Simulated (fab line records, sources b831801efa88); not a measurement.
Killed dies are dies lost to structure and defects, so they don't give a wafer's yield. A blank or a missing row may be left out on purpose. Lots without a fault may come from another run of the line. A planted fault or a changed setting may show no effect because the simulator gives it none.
fab line records | flow sky130
record lots=6 wafers=18 last_day=50
route steps=708 shown SONOS_ONO@176 GATE_OXIDE@187 POLY_GATE@204 PAD_OPEN@708
lots that met no fault: from a run of the same line without faults
start_h: hours from the record's first day to the start of the lot's first wafer shown | wait_h: hours since the lot's step before | " the same as in the row above | L1.1+2: a row that stands for several wafers | - no value, or no start given | * or withheld: withheld | < > ~ a bound
route shown NAME@n: a module of which the file shows steps, and the number in the route of the first | usual: mean/standard deviation of fault-free wafers | same: alike in all rows | chamber/n: place in a boat | sites: the reading at each site | _std_site: their standard deviation | _edge_site: outer sites' mean less inner sites' | radius_mm: how far each site lies from the wafer's centre | mask NAME#n: copy n | behind: the tool/chamber that last shaped the wafer | hold: why the lot was held/for how many hours/how that ended | device: the transistor (n, p or np) that didn't switch | end of line: the same wafers' tests at the end of the route | a step without rows: its recipe alone | killed: dies lost to structure and defects at the first sort, not the wafer's yield | map: a wafer's dies, x killed, . not, _ none there
set.NAME: the setting as run; set.NAME@STEP: as run at that earlier step | model.NAME: the simulator's own value behind a step, which no gauge read
lots at some steps of the route; a table a step, a row a wafer
services: from which hour (start_h, from the record's first day; less than 0 if before it) a tool's chamber was out of use, for how many hours, and why
## steps
# step SKY_SONOS_ONO_COAT_08
# recipe resist=NOVOLAK spin_rpm=3000 resist_thk_nm=1140
# step SKY_SONOS_ONO_SOFTBAKE_09
# recipe temp_c=90 time_s=60 resist=NOVOLAK
# step SKY_SONOS_ONO_EXPOSE_10
# recipe mask_id=ONOM target_cd_nm=410 na=0.6 source_shape=conventional sigma_outer=0.6 dose_mj=150
# step SKY_SONOS_ONO_PEB_11
# recipe temp_c=withheld time_s=* resist=NOVOLAK
# step SKY_SONOS_ONO_DEVELOP_12
# recipe develop_time_s=60 dev_temp_c=23
# step SKY_SONOS_ONO_CD_MEAS_13
# recipe target_cd_nm=410
# usual cd_nm=409.5/1.9
# columns lot.wafer tool chamber start_h wait_h cd_nm
L743.1 cd_sem-02 - 282.81 0.1 407.6
L743.2 " - " " 408.1
L743.5 " - " " 409.5
L748.1 cd_sem-01 - 334.01 0.1 404.5
L748.4 " - " " 405.5
L748.5 " - " " 407.5
L752.2 cd_sem-02 - 369.98 0.1 407.8
L752.4 " - " " 408.4
L752.6 " - " " 408.0
L753.1 cd_sem-01 - 373.91 0.1 408.9
L753.2 " - " " 410.6
L753.4 " - " " 412.0
L758.1 cd_sem-02 - 410.61 0.1 412.1
L758.3 " - " " 412.4
L758.6 " - " " 413.3
L763.2 cd_sem-01 - 453.91 0.1 407.6
L763.4 " - " " 410.6
L763.6 " - " " 408.9
# step SKY_SONOS_ONO_OVL_MEAS_14
# usual SONOS_ONO_OVL=-1.3/1.4
# columns lot.wafer tool chamber start_h wait_h SONOS_ONO_OVL[nm]
L743.1 overlay-02 - 282.93 0.1 1.7
L743.2 " - " " 0.0
L743.5 " - " " -1.4
L748.1 overlay-01 - 334.13 0.1 -1.5
L748.4 " - " " -2.1
L748.5 " - " " -1.7
L752.2 overlay-01 - 370.09 0.1 -0.7
L752.4 " - " " -2.1
L752.6 " - " " -1.6
L753.1 overlay-01 - 374.03 0.1 -3.4
L753.2 " - " " -0.8
L753.4 " - " " -2.1
L758.1 overlay-02 - 410.73 0.1 -0.5
L758.3 " - " " -0.8
L758.6 " - " " -1.4
L763.2 overlay-01 - 454.01 0.1 -1.1
L763.4 " - " " -0.1
L763.6 " - " " -0.8
# step SKY_SONOS_ONO_ETCH_15
# recipe target_depth_nm=19.52 chemistry=CHF3/O2 source_w=600 bias_w=200 pressure_mtorr=40 chf3_flow_sccm=50 O2_flow_sccm=5 time_s=7.8
# usual drypump_motor_current_A=5.8/0.39 oes_product_au=0.998/0.0074 throttle_valve_pct=8.826/0.0093
# columns lot.wafer tool chamber start_h wait_h drypump_motor_current_A oes_product_au rf_hours_counter_h throttle_valve_pct
L743.1 rie_diel-02 0 282.97 0.0 5.5 0.991 4 8.835
L743.2 " 2 " " 5.3 0.999 8 8.829
L743.5 " 2 " " 5.3 1.003 - 8.813
L748.1 rie_diel-03 2 334.17 0.0 6.6 0.988 14 8.809
L748.4 " 1 " " 5.8 1.000 13 8.827
L748.5 " 2 " " 6.6 1.004 - 8.823
L752.2 rie_diel-04 3 370.12 0.0 6.3 1.000 11 8.825
L752.4 " 0 " " 5.6 0.998 90 8.829
L752.6 " 0 " " 5.6 1.010 - 8.824
L753.1 rie_diel-02 2 374.06 0.0 5.3 1.004 9 8.829
L753.2 " 3 " " 5.7 0.988 14 8.800
L753.4 " 0 " " 5.5 0.999 5 8.842
L758.1 rie_diel-02 3 410.77 0.0 5.7 1.001 15 8.839
L758.3 " 2 " " 5.3 1.010 10 8.819
L758.6 " 3 " " 5.7 0.998 - 8.809
L763.2 rie_diel-02 2 454.04 0.0 5.3 1.011 11 8.821
L763.4 " 3 " " 5.7 0.993 16 8.817
L763.6 " 3 " " 5.7 1.003 - 8.823
# step SKY_SONOS_ONO_WET_ETCH_16
# recipe chemistry=dHF target_depth_nm=14 dry=n2_spin target=SiO2 dilution=100:1 temp_c=25 time_s=280
# step SKY_SONOS_ONO_STRIP_17
# recipe chemistry=O2/N2 power_w=1400 pressure_mtorr=1500 platen_temp_c=withheld o2_flow_sccm=3000 n2_flow_sccm=300 overash_fraction=0.5
# usual drypump_motor_current_A=6.0/0.46 oes_product_au=0.710/0.0048 strip_time_to_endpoint_s=14.10/0.045
# columns lot.wafer tool chamber start_h wait_h drypump_motor_current_A oes_product_au rf_hours_counter_h strip_time_to_endpoint_s
L743.1 plasma_asher-02 0 283.07 0.0 6.6 0.713 62 14.08
L743.2 " 1 " " 6.4 0.713 62 14.11
L743.5 " 0 " " 6.6 0.712 - 14.07
L748.1 plasma_asher-02 1 334.27 0.0 6.4 0.714 67 14.06
L748.4 " 0 " " 6.6 0.708 - 14.09
L748.5 " 1 " " 6.5 0.708 - 14.08
L752.2 plasma_asher-04 0 370.22 0.0 5.6 0.711 27 14.04
L752.4 " 1 " " 6.0 0.716 - 14.08
L752.6 " 1 " " 5.9 0.709 - 14.08
L753.1 plasma_asher-04 1 374.17 0.0 6.0 0.705 27 14.08
L753.2 " 0 " " 5.6 0.712 27 14.10
L753.4 " 0 " " 5.6 0.708 - 14.12
L758.1 plasma_asher-01 0 410.87 0.0 5.4 0.709 58 14.11
L758.3 " 0 " " 5.4 0.718 - 14.07
L758.6 " 0 " " 5.4 0.719 - 14.11
L763.2 plasma_asher-04 1 454.15 0.0 6.0 0.705 35 14.12
L763.4 " 1 " " 6.0 0.706 - 14.10
L763.6 " 1 " " 6.0 0.711 - 14.16
# step SKY_SONOS_ONO_WET_ETCH_18
# recipe chemistry=H3PO4 target_depth_nm=15 target=Si3N4 temp_c=160 time_s=172
# step SKY_GATE_OXIDE_CLEAN_00
# recipe chemistry=SC1/SC2 mix=1:4:20 temp_c=70 time_s=150 dry=n2_spin
# step SKY_GATE_OXIDE_OXIDATION_01
# recipe temp_c=900 ambient=O2 stabilise_s=600 purge_s=300 target_thk_a=102.68 ox_time_s=1473
# usual spike_tc_bottom_C=913/4 spike_tc_centre_C=900.4/1.2 spike_tc_lower_C=900.9/1.3 spike_tc_top_C=906/3.8 spike_tc_upper_C=899.9/1.6 tube_center_temp_C=899.99/0.08 tube_center_temp_C_max=902.4/0.39
# columns lot.wafer tool chamber start_h wait_h spike_tc_bottom_C spike_tc_centre_C spike_tc_lower_C spike_tc_top_C spike_tc_upper_C tube_center_temp_C tube_center_temp_C_max model.SiO2_of_GATE_OXIDE_OXIDATION_01.thk_nm
L743.1 furnace-02 0 283.32 0.0 910 899.7 900.1 903 901.3 900.12 903.4 10.01
L743.2 " 0 " " 909 900.3 900.3 904 900.3 900.07 902.3 9.949
L743.5 " 0 " " 910 901.6 901.0 902 899.8 899.89 902.2 9.918
L748.1 furnace-01 0 334.70 0.2 917 898.7 902.7 910 897.6 899.94 902.7 10.66
L748.4 " 0 " " 919 899.3 901.3 910 899.8 900.08 901.9 10.82
L748.5 " 0 " " 918 899.9 902.8 912 898.6 900.03 902.5 10.65
L752.2 furnace-02 0 370.53 0.1 884 873.1 873.6 877 875.5 873.48 876.0 7.756
L752.4 " 0 " " 884 875.8 873.2 877 875.9 873.73 876.4 7.755
L752.6 " 0 " " 883 874.6 874.4 878 875.0 873.66 875.7 7.973
L753.1 furnace-02 0 374.88 0.5 884 874.5 873.1 877 874.7 873.62 875.7 7.82
L753.2 " 0 " " 884 876.9 874.5 877 874.4 873.42 875.4 7.704
L753.4 " 0 " " 881 876.2 871.8 877 875.2 873.54 875.6 7.713
L758.1 furnace-01 0 411.63 0.5 917 899.4 902.0 912 898.0 899.93 902.0 10.14
L758.3 " 0 " " 920 898.5 902.1 911 900.0 900.04 902.0 10.19
L758.6 " 0 " " 917 899.5 901.8 911 897.0 899.99 903.0 10.27
L763.2 furnace-02 0 455.10 0.7 911 900.7 900.8 903 902.0 899.89 901.7 10.07
L763.4 " 0 " " 909 900.1 900.3 904 901.1 899.92 902.3 9.977
L763.6 " 0 " " 910 902.1 899.4 903 899.5 899.97 902.3 10.22
# step SKY_GATE_OXIDE_THK_MEAS_02
# recipe reads=SiO2_of_GATE_OXIDE_OXIDATION_01
# usual GATE_OXIDE_OXIDATION_00_THK=10.32/0.2
# columns lot.wafer tool chamber start_h wait_h GATE_OXIDE_OXIDATION_00_THK[nm]
L743.1 film_metro-03 - 284.73 0.0 10.03
L743.2 " - " " 9.94
L743.5 " - " " 9.93
L748.1 film_metro-03 - 336.10 0.0 10.68
L748.4 " - " " 10.89
L748.5 " - " " 10.60
L752.2 film_metro-03 - 371.95 0.0 7.78
L752.4 " - " " 7.75
L752.6 " - " " 7.94
L753.1 film_metro-04 - 376.29 0.0 7.83
L753.2 " - " " 7.70
L753.4 " - " " 7.69
L758.1 film_metro-03 - 413.04 0.0 10.12
L758.3 " - " " 10.23
L758.6 " - " " 10.28
L763.2 film_metro-02 - 456.52 0.0 10.05
L763.4 " - " " 9.96
L763.6 " - " " 10.22
# step SKY_GATE_OXIDE_DEHYDRATE_03
# recipe temp_c=200 time_s=60
# step SKY_GATE_OXIDE_HMDS_04
# recipe prime_time_s=60 prime_temp_c=120
# step SKY_GATE_OXIDE_COAT_05
# recipe resist=NOVOLAK spin_rpm=3000 resist_thk_nm=1140
# step SKY_GATE_OXIDE_SOFTBAKE_06
# recipe temp_c=90 time_s=60 resist=NOVOLAK
# step SKY_GATE_OXIDE_EXPOSE_07
# recipe mask_id=LVOM na=0.6 source_shape=conventional sigma_outer=0.6 polarization=unpolarized target_cd_nm=600 dose_mj=170
# step SKY_GATE_OXIDE_PEB_08
# recipe temp_c=withheld time_s=* resist=NOVOLAK
# step SKY_GATE_OXIDE_DEVELOP_09
# recipe resist=NOVOLAK developer=TMAH develop_time_s=60 dev_temp_c=23
# step SKY_GATE_OXIDE_OVL_MEAS_10
# usual GATE_OXIDE_OVL=0.1/1.7
# columns lot.wafer tool chamber start_h wait_h GATE_OXIDE_OVL[nm]
L743.1 overlay-02 - 309.64 0.1 0.7
L743.2 " - " " -0.1
L743.5 " - " " 0.4
L748.1 overlay-01 - 363.42 0.1 -1.7
L748.4 " - " " -0.8
L748.5 " - " " -3.5
L752.2 overlay-01 - 400.89 0.1 -0.4
L752.4 " - " " 1.8
L752.6 " - " " 2.4
L753.1 overlay-02 - 405.11 0.1 -2.3
L753.2 " - " " -0.7
L753.4 " - " " -1.5
L758.1 overlay-02 - 443.94 0.1 1.4
L758.3 " - " " 2.1
L758.6 " - " " 3.9
L763.2 overlay-02 - 487.69 0.1 0.3
L763.4 " - " " 0.5
L763.6 " - " " -1.1
# step SKY_GATE_OXIDE_IMPLANT_11
# recipe species=B energy_kev=10 dose_cm2=2.6e+12 tilt_deg=withheld
# step SKY_GATE_OXIDE_WET_ETCH_12
# recipe chemistry=dHF target_depth_nm=16.8 dry=n2_spin target=SiO2 dilution=100:1 temp_c=25 time_s=336
# step SKY_GATE_OXIDE_STRIP_13
# recipe chemistry=O2/N2 power_w=1400 pressure_mtorr=1500 platen_temp_c=withheld o2_flow_sccm=3000 n2_flow_sccm=300 overash_fraction=0.5
# usual drypump_motor_current_A=6.2/0.39 oes_product_au=0.716/0.0047 strip_time_to_endpoint_s=14.18/0.044
# columns lot.wafer tool chamber start_h wait_h drypump_motor_current_A oes_product_au rf_hours_counter_h strip_time_to_endpoint_s
L743.1 plasma_asher-02 0 309.93 0.0 6.6 0.711 64 14.12
L743.2 " 1 " " 6.4 0.720 64 14.14
L743.5 " 0 " " 6.6 0.726 - 14.10
L748.1 plasma_asher-03 1 363.71 0.0 6.4 0.721 62 14.16
L748.4 " 1 " " 6.4 0.720 - 14.13
L748.5 " 1 " " 6.4 0.717 - 14.16
L752.2 plasma_asher-01 0 401.17 0.0 5.4 0.717 57 14.20
L752.4 " 1 " " 6.6 0.708 - 14.22
L752.6 " 0 " " 5.4 0.708 - 14.16
L753.1 plasma_asher-02 1 405.39 0.0 6.4 0.712 72 14.15
L753.2 " 0 " " 6.6 0.723 72 14.14
L753.4 " 1 " " 6.4 0.721 - 14.13
L758.1 plasma_asher-02 1 444.22 0.0 6.4 0.714 76 14.18
L758.3 " 1 " " 6.4 0.712 - 14.14
L758.6 " 0 " " 6.6 0.721 - 14.16
L763.2 plasma_asher-03 1 487.97 0.0 6.4 0.706 6 14.19
L763.4 " 1 " " 6.4 0.719 - 14.17
L763.6 " 1 " " 6.4 0.711 - 14.16
# step SKY_GATE_OXIDE_TW_MEAS_14
# usual GATE_OXIDE_TW=223.0/1.1
# columns lot.wafer tool chamber start_h wait_h GATE_OXIDE_TW
L743.1 film_metro-02 - 310.03 0.1 223.7
L743.2 " - " " 223.9
L743.5 " - " " 223.5
L748.1 film_metro-04 - 363.84 0.1 221.2
L748.4 " - " " 222.7
L748.5 " - " " 221.8
L752.2 film_metro-02 - 401.28 0.1 222.8
L752.4 " - " " 222.8
L752.6 " - " " 223.0
L753.1 film_metro-03 - 405.49 0.1 222.9
L753.2 " - " " 224.0
L753.4 " - " " 224.7
L758.1 film_metro-04 - 444.32 0.1 220.3
L758.3 " - " " 221.4
L758.6 " - " " 221.2
L763.2 film_metro-02 - 488.08 0.1 224.1
L763.4 " - " " 222.6
L763.6 " - " " 222.2
# step SKY_GATE_OXIDE_CLEAN_15
# recipe chemistry=SC1/SC2 mix=1:4:20 temp_c=70 time_s=150 dry=n2_spin
# step SKY_GATE_OXIDE_OXIDATION_16
# recipe temp_c=800 ambient=O2 idle_temp_c=700 ramp_up_c_per_min=10 ramp_down_c_per_min=3 stabilise_s=600 purge_s=300 target_thk_a=35.7 ox_time_s=1915
# usual spike_tc_bottom_C=813/3.9 spike_tc_centre_C=800.4/1.3 spike_tc_lower_C=800.5/1.4 spike_tc_top_C=808/3.6 spike_tc_upper_C=800.1/1.7 tube_center_temp_C=800/0.074 tube_center_temp_C_max=802.05/0.3
# columns lot.wafer tool chamber start_h wait_h spike_tc_bottom_C spike_tc_centre_C spike_tc_lower_C spike_tc_top_C spike_tc_upper_C tube_center_temp_C tube_center_temp_C_max model.SiO2_of_GATE_OXIDE_OXIDATION_01.thk_nm
L743.1 furnace-01 0 311.62 1.5 819 799.0 801.7 813 799.4 799.94 802.07 11.46
L743.2 " 0 " " 820 797.5 803.0 813 797.6 800.02 802.22 11.44
L743.5 " 0 " " 820 796.7 800.7 812 799.7 800.18 802.80 11.38
L748.1 furnace-02 0 364.80 0.8 810 800.5 800.4 805 799.7 799.95 801.71 12
L748.4 " 0 " " 810 800.5 797.6 805 798.9 800.14 802.21 12.11
L748.5 " 0 " " 809 800.9 799.8 805 799.3 799.97 801.83 11.97
L752.2 furnace-02 0 401.42 0.0 809 800.0 800.2 806 800.5 799.88 802.33 9.309
L752.4 " 0 " " 809 800.2 800.0 805 802.1 800.01 802.05 9.311
L752.6 " 0 " " 811 800.7 801.5 805 800.3 799.9 801.63 9.454
L753.1 furnace-02 0 405.91 0.3 808 800.2 799.0 805 800.4 800.02 801.82 9.428
L753.2 " 0 " " 809 800.7 801.5 805 799.4 799.99 802.24 9.309
L753.4 " 0 " " 811 800.5 800.7 806 801.6 799.96 802.05 9.327
L758.1 furnace-02 0 444.59 0.1 809 799.7 799.2 805 800.5 799.91 802.51 11.48
L758.3 " 0 " " 811 800.7 799.9 805 800.4 800.05 801.99 11.49
L758.6 " 0 " " 810 801.7 800.1 806 801.3 800.02 801.88 11.58
L763.2 furnace-02 0 488.35 0.0 810 801.4 800.4 805 800.9 800.05 801.83 11.42
L763.4 " 0 " " 810 801.4 800.5 805 802.4 800.11 801.98 11.39
L763.6 " 0 " " 810 800.3 800.2 803 802.3 800.03 802.41 11.59
# step SKY_POLY_GATE_CVD_00
# recipe material=poly-Si target_thk_nm=180 temp_c=620 time_s=720 pressure_mtorr=200
# step SKY_PAD_OPEN_PROBE_99
# usual killed_at_M0_to_M3=42/6.9 killed_at_M4_up=3.2/1.7 killed_at_contacts=23/5.5 killed_at_front_end=16/4 killed_at_other=0.4/0.55 killed_dies=85/9.2 killed_open=46/6.8 killed_short=38/6.2
# same gross_dies=492 killed_at_back_side=0
# columns lot.wafer tool chamber start_h wait_h killed_at_M0_to_M3 killed_at_M4_up killed_at_contacts killed_at_front_end killed_at_other killed_dies killed_open killed_short model.etest.nfet_16v.r_on_ohm_um model.etest.pfet_16v.r_on_ohm_um model.etest.pfet_g5v0d10v5.r_on_ohm_um model.etest.tip_sonos.rs_ohm_sq model.etest.nfet_g5v0d10v5.r_on_ohm_um model.etest.nfet_g5v0d10v5.drive_ua_um model.etest.nfet_05v0_nvt.drive_ua_um model.etest.pfet_01v8.r_on_ohm_um
L743.1 prober-01 - 1071.81 0.1 36 3 24 16 0 79 43 35 1.415e+04 1.57e+04 4730 2662 1844 615.6 580.8 2892
L743.2 prober-01 - 1071.86 0.1 48 6 26 14 1 95 54 40 1.404e+04 1.519e+04 4695 2675 1839 616.1 586.3 2939
L743.5 prober-01 - 1072.01 0.2 38 6 19 23 1 87 45 42 1.408e+04 1.519e+04 4728 2678 1845 620 583.7 2934
L748.1 prober-02 - 1113.18 0.1 33 2 20 28 1 84 45 39 1.435e+04 1.542e+04 4778 2669 1906 588.1 563.8 2948
L748.4 prober-02 - 1113.33 0.2 45 3 24 22 1 95 53 41 1.436e+04 1.532e+04 4838 2702 1929 584.8 559.2 2879
L748.5 prober-02 - 1113.38 0.2 53 3 21 11 0 88 52 36 1.427e+04 1.526e+04 4834 2692 1902 597.9 560.9 2929
L752.2 prober-01 - 1142.78 0.1 36 0 25 13 0 74 40 34 1.276e+04 1.48e+04 4314 2210 1694 739.2 687.6 2820
L752.4 prober-01 - 1142.88 0.2 30 3 22 14 1 70 39 31 1.261e+04 1.455e+04 4235 2217 1684 738.7 688.6 2801
L752.6 prober-01 - 1142.98 0.2 42 2 17 12 1 74 45 29 1.291e+04 1.494e+04 4338 2261 1728 722.6 680.8 2873
L753.1 prober-01 - 1144.56 0.1 35 2 22 10 0 69 38 31 1.292e+04 1.518e+04 4182 2337 1656 745.6 697.3 2802
L753.2 prober-01 - 1144.61 0.1 39 3 20 16 1 79 47 31 1.29e+04 1.501e+04 4203 2286 1651 753.5 697.6 2844
L753.4 prober-01 - 1144.71 0.2 48 3 25 15 1 92 57 35 1.28e+04 1.471e+04 4196 2328 1652 753.1 696.4 2842
L758.1 prober-02 - 1171.11 0.1 39 4 29 19 0 91 48 42 1.404e+04 1.566e+04 4642 2676 1872 617.1 589.2 3008
L758.3 prober-02 - 1171.21 0.2 37 3 31 20 0 91 55 35 1.393e+04 1.542e+04 4663 2675 1837 622.7 583.4 2989
L758.6 prober-02 - 1171.36 0.2 42 3 24 21 0 90 34 55 1.408e+04 1.539e+04 4671 2708 1864 611.3 581 2981
L763.2 prober-01 - 1190.18 0.1 39 3 20 14 0 76 50 26 1.406e+04 1.506e+04 4664 2541 1846 620.9 590 2815
L763.4 prober-01 - 1190.28 0.2 34 5 21 12 1 73 39 34 1.406e+04 1.5e+04 4727 2547 1861 619.2 592.9 2865
L763.6 prober-01 - 1190.38 0.2 41 4 24 26 0 95 54 41 1.417e+04 1.5e+04 4666 2600 1853 616.5 580.9 2800
# killed by level:class
L743.1 VIA1:geometric_particle:open=9 LI_CONTACT:geometric_particle:open=7 CONTACT:geometric_particle:open=7 VIA2:geometric_particle:open=7 VIA1:geometric_particle:short=6 LI_CONTACT:geometric_particle:short=5 POLY_GATE:geometric_particle:short=4 POLY_GATE:geometric_particle:open=4
L743.2 VIA1:geometric_particle:open=12 LI_CONTACT:geometric_particle:open=9 VIA3:geometric_particle:open=8 CONTACT:geometric_particle:open=7 FIELD_ISO:geometric_particle:open=6 LOCAL_INTERCONNECT:geometric_particle:short=6 VIA3:geometric_particle:short=6 METAL2:geometric_particle:short=5
L743.5 VIA1:geometric_particle:open=9 VIA3:geometric_particle:open=9 FIELD_ISO:geometric_particle:short=8 LI_CONTACT:geometric_particle:open=6 POLY_GATE:geometric_particle:short=5 CONTACT:geometric_particle:open=5 METAL2:geometric_particle:short=5 FIELD_ISO:geometric_particle:open=4
L748.1 VIA1:geometric_particle:open=9 FIELD_ISO:geometric_particle:short=8 POLY_GATE:geometric_particle:open=7 FIELD_ISO:geometric_particle:open=6 CONTACT:geometric_particle:open=6 VIA3:geometric_particle:open=5 LI_CONTACT:geometric_particle:short=4 LI_CONTACT:geometric_particle:open=4
L748.4 VIA1:geometric_particle:open=12 LI_CONTACT:geometric_particle:open=7 CONTACT:geometric_particle:open=7 METAL1:geometric_particle:short=7 FIELD_ISO:geometric_particle:open=6 CONTACT:geometric_particle:short=6 VIA3:geometric_particle:open=6 POLY_GATE:geometric_particle:short=5
L748.5 VIA1:geometric_particle:open=17 CONTACT:geometric_particle:open=8 METAL1:geometric_particle:short=7 METAL2:geometric_particle:short=7 VIA3:geometric_particle:open=6 LI_CONTACT:geometric_particle:open=6 FIELD_ISO:geometric_particle:open=5 VIA2:geometric_particle:open=4
L752.2 VIA1:geometric_particle:open=9 CONTACT:geometric_particle:short=7 CONTACT:geometric_particle:open=7 VIA3:geometric_particle:open=7 FIELD_ISO:geometric_particle:short=5 LI_CONTACT:geometric_particle:short=5 LI_CONTACT:geometric_particle:open=4 METAL2:geometric_particle:short=4
L752.4 CONTACT:geometric_particle:open=10 VIA1:geometric_particle:open=7 VIA3:geometric_particle:open=6 LI_CONTACT:geometric_particle:short=5 VIA2:geometric_particle:open=5 LOCAL_INTERCONNECT:geometric_particle:short=4 METAL1:geometric_particle:short=4 FIELD_ISO:geometric_particle:open=3
L752.6 VIA1:geometric_particle:open=12 VIA3:geometric_particle:open=11 CONTACT:geometric_particle:open=7 FIELD_ISO:geometric_particle:open=5 LI_CONTACT:geometric_particle:short=5 METAL2:geometric_particle:short=5 LI_CONTACT:geometric_particle:open=3 METAL1:geometric_particle:short=3
L753.1 VIA1:geometric_particle:open=12 CONTACT:geometric_particle:open=8 CONTACT:geometric_particle:short=5 METAL2:geometric_particle:short=4 METAL1:geometric_particle:short=3 LOCAL_INTERCONNECT:geometric_particle:open=3 VIA1:geometric_particle:short=3 VIA2:geometric_particle:open=3
L753.2 VIA1:geometric_particle:open=15 CONTACT:geometric_particle:open=8 VIA1:geometric_particle:short=5 VIA3:geometric_particle:open=5 FIELD_ISO:geometric_particle:short=4 LI_CONTACT:geometric_particle:open=4 LOCAL_INTERCONNECT:geometric_particle:short=4 VIA2:geometric_particle:open=4
L753.4 VIA1:geometric_particle:open=17 LI_CONTACT:geometric_particle:open=9 CONTACT:geometric_particle:open=9 VIA1:geometric_particle:short=8 FIELD_ISO:geometric_particle:short=6 VIA3:geometric_particle:open=5 VIA2:geometric_particle:open=5 METAL2:geometric_particle:short=4
L758.1 CONTACT:geometric_particle:open=11 VIA1:geometric_particle:open=9 METAL2:geometric_particle:short=8 POLY_GATE:geometric_particle:open=7 LI_CONTACT:geometric_particle:open=7 POLY_GATE:geometric_particle:short=6 VIA3:geometric_particle:open=6 LOCAL_INTERCONNECT:geometric_particle:short=5
L758.3 CONTACT:geometric_particle:open=11 FIELD_ISO:geometric_particle:open=10 LI_CONTACT:geometric_particle:open=10 VIA1:geometric_particle:open=6 VIA2:geometric_particle:open=6 VIA3:geometric_particle:open=6 CONTACT:geometric_particle:short=5 VIA1:geometric_particle:short=5
L758.6 FIELD_ISO:geometric_particle:short=13 VIA1:geometric_particle:open=13 CONTACT:geometric_particle:open=9 LOCAL_INTERCONNECT:geometric_particle:short=8 VIA1:geometric_particle:short=7 VIA3:geometric_particle:short=6 METAL2:geometric_particle:short=5 VIA3:geometric_particle:open=5
L763.2 CONTACT:geometric_particle:open=10 VIA3:geometric_particle:open=10 LI_CONTACT:geometric_particle:open=7 VIA2:geometric_particle:open=7 VIA1:geometric_particle:open=6 METAL1:geometric_particle:short=5 SPACER:geometric_particle:open=4 METAL2:geometric_particle:short=4
L763.4 CONTACT:geometric_particle:open=12 VIA3:geometric_particle:open=7 VIA2:geometric_particle:open=6 METAL2:geometric_particle:short=6 FIELD_ISO:geometric_particle:short=5 VIA2:geometric_particle:short=5 VIA1:geometric_particle:short=4 POLY_GATE:geometric_particle:open=3
L763.6 VIA1:geometric_particle:open=12 CONTACT:geometric_particle:open=9 LI_CONTACT:geometric_particle:open=8 FIELD_ISO:geometric_particle:open=7 POLY_GATE:geometric_particle:open=7 METAL2:geometric_particle:short=7 FIELD_ISO:geometric_particle:short=5 METAL3:geometric_particle:short=4
## services
# columns tool chamber start_h hours kind
plasma_asher-03 - 264.96 1.8 repair
plasma_asher-03 - 283.11 3.4 repair
furnace-02 - 289.28 3.6 pm
rie_diel-02 1 298.22 1.3 repair
rie_diel-03 2 299.25 4.0 repair
plasma_asher-04 - 305.14 1.0 repair
rie_diel-03 2 323.23 6.9 repair
plasma_asher-03 - 324.09 1.9 repair
plasma_asher-02 - 335.44 14.6 pm
furnace-01 - 339.90 3.9 pm
rie_diel-03 0 345.03 1.9 repair
plasma_asher-01 - 361.38 2.8 pm
rie_diel-04 - 363.27 2.8 pm
furnace-02 - 366.33 3.0 pm
furnace-01 - 417.58 3.4 pm
plasma_asher-03 - 421.25 9.0 pm
plasma_asher-03 0 421.25 9.0 vent_cycle
plasma_asher-03 1 421.25 9.0 vent_cycle
rie_diel-02 - 421.81 0.2 repair
rie_diel-03 2 444.79 3.9 repair
rie_diel-02 3 445.05 4.4 repair
furnace-02 - 456.51 3.0 pm
plasma_asher-02 - 458.54 0.5 repair
plasma_asher-02 - 477.86 2.8 pm
## key
first_sign step=SKY_GATE_OXIDE_OXIDATION_01 reading=tube_center_temp_C direction=down sigmas=99+ usual=* struck=*
effect step=SKY_GATE_OXIDE_OXIDATION_01 reading=tube_center_temp_C_max direction=down sigmas=68 usual=* struck=*
effect step=SKY_GATE_OXIDE_THK_MEAS_02 reading=GATE_OXIDE_OXIDATION_00_THK direction=down sigmas=13 usual=10.32 struck=7.78
model_effect step=SKY_GATE_OXIDE_OXIDATION_01 value=SiO2_of_GATE_OXIDE_OXIDATION_01.thk_nm without=10.45 struck=7.787
model_effect step=SKY_GATE_OXIDE_OXIDATION_16 value=SiO2_of_GATE_OXIDE_OXIDATION_01.thk_nm without=11.81 struck=9.356
model_effect step=SKY_PAD_OPEN_PROBE_99 value=etest.nfet_16v.r_on_ohm_um without=1.423e+04 struck=1.282e+04
met_at SKY_GATE_OXIDE_OXIDATION_01
struck_wafers L752.2,L752.4,L752.6,L753.1,L753.2,L753.4
tester_left_out L752,L753
onset_between 283.32 370.53
fault kind=process_parameter_drift tool=furnace-02 chamber=- onset_h=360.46 steps=SKY_GATE_OXIDE_OXIDATION_01 channel=temp_c offset=* shape=step end_h=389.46 acts_in=* stated=*
# tester_left_out: of these lots the tester's yield and bins aren't shown, on N5 and GAA mostly nor the transistor test; their killed dies are dies lost to structure and defects alone, not to doping, threshold or leakage, so they don't give the yield
